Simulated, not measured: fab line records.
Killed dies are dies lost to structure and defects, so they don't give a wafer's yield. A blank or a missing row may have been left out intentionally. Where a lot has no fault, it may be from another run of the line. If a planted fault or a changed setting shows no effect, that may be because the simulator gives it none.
8D (eight disciplines) problem report, filled in by code | flow sky130 | the parts of the form that need people (team, actions taken, sign-off) are left out

## 1. THE ISSUE
Mean of cd nm at SKY_POLY_GATE_CD_MEAS_13: 98.2 nm across 2 wafers in 2 lots; on wafers with no fault it is 150.0 nm (standard deviation 1.3). Relative to the usual mean, that is a shift of -40 standard deviations.
The step: target cd 150 nm.
First observed at day 19 19:26: wafer L474.6, on cd sem-02. At this step, 33 wafers from 11 lots have a number in the record. By rule, "out" or "out of limits" means more than 4 standard deviations away from the usual mean. The other wafers with a number count as sound.

## 2. WHAT THIS IS AND IS NOT
question                    | is                   | is not
which readings at this step | cd nm                | -
which lots                  | L474, L475           | L464, L465, L466, L468, L480, L482, L483, L484, L486
which wafers of those lots  | L474.6, L475.5       | L474.1, L474.2, L475.2, L475.3
read on which gauges        | cd sem-01, cd sem-02 | -
when                        | from day 19 19:26    | up to then (14 sound wafers); but 17 sound wafers of L475, L480, L482, L483, L484, L486 came after

## 3. WHAT RULES OUT EACH SUSPECT
Counting: if a tool at a process step up to the reading ran every lot that is out, it stays a suspect. Sound lots after the first of them don't rule it out here, since some wafers of a struck lot are sound.
- the gauge at SKY_POLY_GATE_CD_MEAS_13 is ruled out. The wafers that are out were read on 2 gauges (cd sem-01, cd sem-02).
- krf scanner-02 at SKY_POLY_GATE_EXPOSE_10 (exposes mask P1M, target cd 150 nm): kept. It processed each lot that is out (first: L474, day 19 04:29); up to then, its last sound lot is L468 (day 16 21:10).
The count leaves krf scanner-02 at SKY_POLY_GATE_EXPOSE_10.

## 4. THE CAUSE (what the simulator had put in)
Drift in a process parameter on krf scanner-02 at SKY_POLY_GATE_EXPOSE_10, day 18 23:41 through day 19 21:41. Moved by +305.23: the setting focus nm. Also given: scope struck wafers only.
Counting left only this tool.

## 5. THE EFFECT CHAIN, in route order
Each row: a reading where the mean over the struck wafers with a number is more than 3 standard deviations away from the usual. Readings are gone through only where the record gives a usual standard deviation; hours: the median, over the lots, of the time from a lot's start at the first step in this table giving one to that lot's start at this step; sigmas: the change measured in usual standard deviations.
hours | step                     | reading             | usual    | on struck wafers | change | sigmas
0     | SKY_POLY_GATE_CD_MEAS_13 | cd nm               | 150.0 nm | 98.2             | -51.8  | -40
7     | SKY_POLY_GATE_CD_MEAS_22 | cd nm               | 150.0 nm | 99.1             | -50.9  | -28
673   | SKY_PAD_OPEN_PROBE_99    | killed at front end | 14       | 419              | +405   | +88
673   | SKY_PAD_OPEN_PROBE_99    | killed dies         | 86       | 492              | +406   | +42
673   | SKY_PAD_OPEN_PROBE_99    | killed on rim       | 17       | 96               | +79    | +19
It contains these process steps:
- SKY_PAD_OPEN_PROBE_99

## 6. WHAT WOULD HAVE CAUGHT IT SOONER
In this record the first reading out of limits at a measuring or inspecting step was taken at day 19 19:26, 20 hours after the fault began at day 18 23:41.
An alarm limit of 4 standard deviations would not have fired on the tool readings at SKY_POLY_GATE_EXPOSE_10 for which the record gives a usual standard deviation, since none of them was out on any struck wafer.
By day 19 19:26 the whole set of lots that are out, 2 in number, had already begun SKY_POLY_GATE_EXPOSE_10 on krf scanner-02. A hold on the tool at that time would have spared none of them.
